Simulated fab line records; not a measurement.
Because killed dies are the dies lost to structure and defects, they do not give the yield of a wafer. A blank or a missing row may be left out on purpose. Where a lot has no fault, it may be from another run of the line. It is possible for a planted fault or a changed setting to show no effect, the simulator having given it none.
The tool behind it: which one? + flow gf180mcu + 7 lots, 21 wafers sampled, at 2 steps of a route of 602

== WHAT THE GAUGES READ, wafer by wafer ==
GF_CONTACT_THK_MEAS_26: measures by xrf.
| lot  | measured     | on            | CONTACT_W_THK (nm) |
|------|--------------|---------------|--------------------|
| L237 | day 16 13:31 | film_metro-01 | 323 323 318        |
| L240 | day 17 15:18 | film_metro-01 | 313 314 318        |
| L242 | day 18 16:37 | film_metro-03 | 322 309 320        |
| L246 | day 20 02:01 | film_metro-04 | 313 311 312        |
| L254 | day 22 14:55 | film_metro-03 | 308 321 310        |
| L256 | day 23 17:39 | film_metro-04 | 306 316 309        |
| L259 | day 24 11:41 | film_metro-03 | 320 318 308        |

== WHICH TOOL RAN EACH LOT (tool, then ch and the chambers of the sampled wafers, then the start) ==
| lot  | GF_SALICIDE_RTA_06               |
|------|----------------------------------|
| L237 | rtp_anneal-01 ch 0, day 15 14:49 |
| L240 | rtp_anneal-02 ch 0, day 16 14:04 |
| L242 | rtp_anneal-02 ch 0, day 17 15:21 |
| L246 | rtp_anneal-02 ch 0, day 18 23:42 |
| L254 | rtp_anneal-02 ch 0, day 21 13:49 |
| L256 | rtp_anneal-01 ch 0, day 22 16:37 |
| L259 | rtp_anneal-01 ch 0, day 23 10:52 |
- GF_SALICIDE_RTA_06: time 30 s.

== THE ANSWER, worked out from the rows above alone ==
Rule: what is usual is taken from the lots themselves. Put in order of their means at a reading, lots are off if they are a third of the lots or fewer, leave a main group of 4 or more, and stand apart from it by a gap of 3 or more times the standard deviation of the main group's means; of several such gaps the widest counts. The tables above print the reading to a certain number of digits; a main group whose means all agree to those digits is not used. Also off: a lot with no number at a reading for which 4 or more lots have one. Where the step has rows for the other lots, those lots are counted as sound.
No lot is off on any of the readings shown, so nothing can be concluded from this.

== WHAT THE SIMULATOR HAD INSERTED ==
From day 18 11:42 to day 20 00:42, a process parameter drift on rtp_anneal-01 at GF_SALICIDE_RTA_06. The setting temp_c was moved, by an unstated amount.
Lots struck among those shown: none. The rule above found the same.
